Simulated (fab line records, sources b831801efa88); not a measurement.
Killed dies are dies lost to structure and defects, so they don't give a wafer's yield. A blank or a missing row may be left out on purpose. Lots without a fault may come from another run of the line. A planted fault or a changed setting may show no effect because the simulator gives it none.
fab line records | flow sky130
record lots=7 wafers=21 last_day=50
route steps=708 shown SONOS_ONO@176 GATE_OXIDE@187
lots that met no fault: from a run of the same line without faults
start_h: hours from the record's first day to the start of the lot's first wafer shown | wait_h: hours since the lot's step before | " the same as in the row above | L1.1+2: a row that stands for several wafers | - no value, or no start given | * or withheld: withheld | < > ~ a bound
route shown NAME@n: a module of which the file shows steps, and the number in the route of the first | usual: mean/standard deviation of fault-free wafers | same: alike in all rows | chamber/n: place in a boat | sites: the reading at each site | _std_site: their standard deviation | _edge_site: outer sites' mean less inner sites' | radius_mm: how far each site lies from the wafer's centre | mask NAME#n: copy n | behind: the tool/chamber that last shaped the wafer | hold: why the lot was held/for how many hours/how that ended | device: the transistor (n, p or np) that didn't switch | end of line: the same wafers' tests at the end of the route | a step without rows: its recipe alone | killed: dies lost to structure and defects at the first sort, not the wafer's yield | map: a wafer's dies, x killed, . not, _ none there
set.NAME: the setting as run; set.NAME@STEP: as run at that earlier step | model.NAME: the simulator's own value behind a step, which no gauge read
lots at some steps of the route; a table a step, a row a wafer
services: from which hour (start_h, from the record's first day; less than 0 if before it) a tool's chamber was out of use, for how many hours, and why
## steps
# step SKY_SONOS_ONO_COAT_08
# recipe resist=NOVOLAK spin_rpm=3000 resist_thk_nm=1140
# step SKY_SONOS_ONO_SOFTBAKE_09
# recipe temp_c=90 time_s=60 resist=NOVOLAK
# step SKY_SONOS_ONO_EXPOSE_10
# recipe mask_id=ONOM target_cd_nm=410 na=0.6 source_shape=conventional sigma_outer=0.6 dose_mj=150
# step SKY_SONOS_ONO_PEB_11
# recipe temp_c=withheld time_s=* resist=NOVOLAK
# step SKY_SONOS_ONO_DEVELOP_12
# recipe develop_time_s=60 dev_temp_c=23
# step SKY_SONOS_ONO_CD_MEAS_13
# recipe target_cd_nm=410
# usual cd_nm=409.8/2.3
# columns lot.wafer tool chamber start_h wait_h cd_nm
L775.3 cd_sem-02 - 292.78 0.1 409.1
L775.4 " - " " 410.9
L775.6 " - " " 409.9
L776.1 cd_sem-02 - 300.13 0.1 410.7
L776.5 " - " " 409.7
L776.6 " - " " 411.9
L782.1 cd_sem-01 - 355.98 0.1 405.7
L782.2 " - " " 405.7
L782.5 " - " " 408.0
L784.2 cd_sem-02 - 365.56 0.1 406.7
L784.5 " - " " 408.8
L784.6 " - " " 411.2
L783.1 cd_sem-02 - 367.24 0.1 407.5
L783.5 " - " " 406.3
L783.6 " - " " 405.4
L786.1 cd_sem-01 - 385.09 0.1 410.6
L786.3 " - " " 407.6
L786.4 " - " " 412.5
L796.1 cd_sem-02 - 475.13 0.1 411.2
L796.4 " - " " 409.0
L796.5 " - " " 407.5
# step SKY_SONOS_ONO_OVL_MEAS_14
# usual SONOS_ONO_OVL=-0.7/1.3
# columns lot.wafer tool chamber start_h wait_h SONOS_ONO_OVL[nm]
L775.3 overlay-02 - 292.87 0.1 0.5
L775.4 " - " " -0.1
L775.6 " - " " -0.6
L776.1 overlay-02 - 300.25 0.1 0.7
L776.5 " - " " 0.7
L776.6 " - " " 0.4
L782.1 overlay-02 - 356.10 0.1 -0.2
L782.2 " - " " 0.5
L782.5 " - " " 1.0
L784.2 overlay-01 - 365.66 0.1 -1.5
L784.5 " - " " -2.1
L784.6 " - " " -1.1
L783.1 overlay-02 - 367.36 0.1 -0.5
L783.5 " - " " -0.1
L783.6 " - " " 0.1
L786.1 overlay-01 - 385.21 0.1 0.7
L786.3 " - " " 0.4
L786.4 " - " " -0.8
L796.1 overlay-01 - 475.25 0.1 -1.9
L796.4 " - " " -1.8
L796.5 " - " " -3.1
# step SKY_SONOS_ONO_ETCH_15
# recipe target_depth_nm=19.52 chemistry=CHF3/O2 source_w=600 bias_w=200 pressure_mtorr=40 chf3_flow_sccm=50 O2_flow_sccm=5 time_s=7.8
# usual O2_flow_sccm=5.000/0.015 drypump_motor_current_A=5.9/0.48 oes_product_au=1.001/0.0073 throttle_valve_pct=8.824/0.0093
# columns lot.wafer tool chamber start_h wait_h O2_flow_sccm drypump_motor_current_A oes_product_au rf_hours_counter_h throttle_valve_pct
L775.3 rie_diel-03 0 292.89 0.0 5.005 5.6 1.002 39 8.825
L775.4 " 1 " " 5.006 6.0 0.998 1 8.829
L775.6 " 0 " " 4.984 5.6 0.985 - 8.809
L776.1 rie_diel-03 2 300.28 0.0 4.982 6.7 1.005 0 8.817
L776.5 " 0 " " 5.003 5.6 0.999 - 8.820
L776.6 " 1 " " 4.992 6.0 1.000 - 8.823
L782.1 rie_diel-02 3 356.13 0.0 4.994 5.7 0.999 97 8.840
L782.2 " 2 " " 4.983 6.3 1.006 2 8.830
L782.5 " 0 " " 4.975 6.3 1.013 - 8.817
L784.2 rie_diel-03 2 365.69 0.0 5.012 6.6 1.004 1 8.831
L784.5 " 2 " " 5.031 6.7 0.999 - 8.829
L784.6 " 3 " " 5.010 5.4 1.017 - 8.835
L783.1 rie_diel-02 2 367.39 0.0 4.998 6.2 1.002 2 8.820
L783.5 " 3 " " 4.996 5.7 1.007 - 8.816
L783.6 " 0 " " 4.998 6.3 1.005 - 8.816
L786.1 rie_diel-03 3 385.24 0.0 5.019 5.4 1.005 104 8.814
L786.3 " 1 " " 4.991 6.0 1.005 3 8.838
L786.4 " 3 " " 5.029 5.4 1.003 - 8.833
L796.1 rie_diel-03 0 475.29 0.0 5.025 5.6 0.996 42 8.837
L796.4 " 0 " " 4.997 5.6 1.002 - 8.826
L796.5 " 1 " " 5.015 6.0 0.998 - 8.823
# step SKY_SONOS_ONO_WET_ETCH_16
# recipe chemistry=dHF target_depth_nm=14 dry=n2_spin target=SiO2 dilution=100:1 temp_c=25 time_s=280
# step SKY_SONOS_ONO_STRIP_17
# recipe chemistry=O2/N2 power_w=1400 pressure_mtorr=1500 platen_temp_c=withheld o2_flow_sccm=3000 n2_flow_sccm=300 overash_fraction=0.5
# usual drypump_motor_current_A=5.4/0.41 n2_flow_sccm=300.2/0.8 oes_product_au=0.709/0.0044 strip_time_to_endpoint_s=14.09/0.036
# columns lot.wafer tool chamber start_h wait_h drypump_motor_current_A n2_flow_sccm oes_product_au rf_hours_counter_h strip_time_to_endpoint_s
L775.3 plasma_asher-03 1 293.12 0.0 5.8 300.3 0.716 - 14.03
L775.4 " 0 " " 5.5 299.4 0.713 - 14.08
L775.6 " 1 " " 5.8 299.9 0.715 - 14.06
L776.1 plasma_asher-01 1 300.41 0.0 5.3 301.6 0.711 63 14.05
L776.5 " 1 " " 5.3 302.0 0.710 - 14.09
L776.6 " 0 " " 4.8 299.7 0.704 - 14.10
L782.1 plasma_asher-03 1 356.24 0.0 5.8 300.9 0.709 53 14.07
L782.2 " 0 " " 5.5 300.6 0.711 53 14.11
L782.5 " 0 " " 5.6 301.5 0.708 - 14.10
L784.2 plasma_asher-01 1 365.81 0.0 5.3 301.0 0.710 69 14.08
L784.5 " 1 " " 5.3 300.3 0.707 - 14.07
L784.6 " 0 " " 4.8 299.8 0.704 - 14.10
L783.1 plasma_asher-01 0 367.50 0.0 4.8 300.0 0.700 69 14.08
L783.5 " 1 " " 5.3 299.2 0.706 - 14.07
L783.6 " 0 " " 4.9 300.7 0.711 - 14.11
L786.1 plasma_asher-01 1 385.35 0.0 5.3 300.3 0.707 71 14.10
L786.3 " 1 " " 5.3 300.8 0.708 - 14.10
L786.4 " 0 " " 4.8 300.1 0.719 - 14.14
L796.1 plasma_asher-01 0 475.41 0.0 4.8 300.8 0.703 5 14.13
L796.4 " 0 " " 4.8 300.0 0.709 - 14.10
L796.5 " 0 " " 4.8 299.8 0.711 - 14.15
# step SKY_SONOS_ONO_WET_ETCH_18
# recipe chemistry=H3PO4 target_depth_nm=15 target=Si3N4 temp_c=160 time_s=172
# step SKY_GATE_OXIDE_CLEAN_00
# recipe chemistry=SC1/SC2 mix=1:4:20 temp_c=70 time_s=150 dry=n2_spin
# step SKY_GATE_OXIDE_OXIDATION_01
# recipe temp_c=900 ambient=O2 stabilise_s=600 purge_s=300 target_thk_a=102.68 ox_time_s=1473
# usual ox_temp_c=900.0/0.42 ox_temp_c_max=904.2/0.85 spike_tc_top_C=912/3.6
# columns lot.wafer tool chamber start_h wait_h ox_temp_c ox_temp_c_max spike_tc_top_C
L775.3 furnace-02 0 293.30 0.0 899.6 903.9 912
L775.4 " 0 " " 899.9 904.4 915
L775.6 " 0 " " 900.0 905.4 913
L776.1 furnace-01 0 301.63 1.0 899.6 903.1 907
L776.5 " 0 " " 899.4 904.4 908
L776.6 " 0 " " 899.1 904.1 907
L782.1 furnace-02 - 357.82 1.4 - - -
L782.2 " - " " - - -
L782.5 " - " " - - -
L784.2 furnace-02 - 366.63 0.6 - - -
L784.5 " - " " - - -
L784.6 " - " " - - -
L783.1 furnace-02 - 368.04 0.3 - - -
L783.5 " - " " - - -
L783.6 " - " " - - -
L786.1 furnace-01 0 386.80 1.2 899.6 903.5 908
L786.3 " 0 " " 899.3 902.8 907
L786.4 " 0 " " 900.0 904.5 906
L796.1 furnace-01 0 475.62 0.0 899.9 903.8 908
L796.4 " 0 " " 899.6 904.9 906
L796.5 " 0 " " 899.7 903.6 908
# step SKY_GATE_OXIDE_DEHYDRATE_03
# recipe temp_c=200 time_s=60
## services
# columns tool chamber start_h hours kind
furnace-02 - 300.23 3.1 pm
rie_diel-03 - 300.60 0.2 repair
furnace-01 - 313.05 3.4 pm
rie_diel-02 2 316.24 5.1 repair
rie_diel-02 3 330.25 13.1 repair
plasma_asher-03 - 346.03 2.8 pm
plasma_asher-03 - 361.68 6.0 repair
rie_diel-03 2 378.16 7.5 repair
rie_diel-02 1 392.61 9.8 repair
furnace-02 - 409.20 3.4 pm
rie_diel-03 3 416.13 - clean
rie_diel-03 3 416.13 16.2 scheduled_down
rie_diel-03 3 416.13 16.2 vent_cycle
plasma_asher-01 - 421.32 9.0 pm
plasma_asher-01 0 421.32 9.0 vent_cycle
plasma_asher-01 1 421.32 9.0 vent_cycle
rie_diel-02 3 428.64 23.1 repair
plasma_asher-01 0 430.32 - clean
furnace-01 - 442.01 3.1 pm
furnace-01 - 445.86 3.3 repair
plasma_asher-03 - 456.77 14.6 pm
rie_diel-03 1 462.33 10.2 repair
furnace-02 - 468.23 3.6 pm
rie_diel-03 3 474.51 3.1 repair
## key
first_sign step=SKY_GATE_OXIDE_OXIDATION_01 reading=tool_record direction=missing
effect none on later readings
met_at SKY_GATE_OXIDE_OXIDATION_01
struck_wafers L782.1,L782.2,L782.5,L783.1,L783.5,L783.6,L784.2,L784.5,L784.6
later_rows_left_out L782.1,L782.2,L782.5,L783.1,L783.5,L783.6,L784.2,L784.5,L784.6
sort_left_out L782.1,L782.2,L782.5,L783.1,L783.5,L783.6,L784.2,L784.5,L784.6
tester_left_out L782,L783,L784
onset_between 293.30 357.82
fault kind=skipped_step_whole tool=furnace-02 chamber=- onset_h=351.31 steps=SKY_GATE_OXIDE_OXIDATION_01 scope=struck_lots_only
# tester_left_out: of these lots the tester's yield and bins aren't shown, on N5 and GAA mostly nor the transistor test; their killed dies are dies lost to structure and defects alone, not to doping, threshold or leakage, so they don't give the yield
# sort_left_out: the simulated sort isn't trusted on such a fault, so these wafers' sort isn't shown, and their yield isn't known
# later_rows_left_out: the simulator's readings of these wafers behind a module that went badly wrong aren't trusted and aren't shown, but for the sort
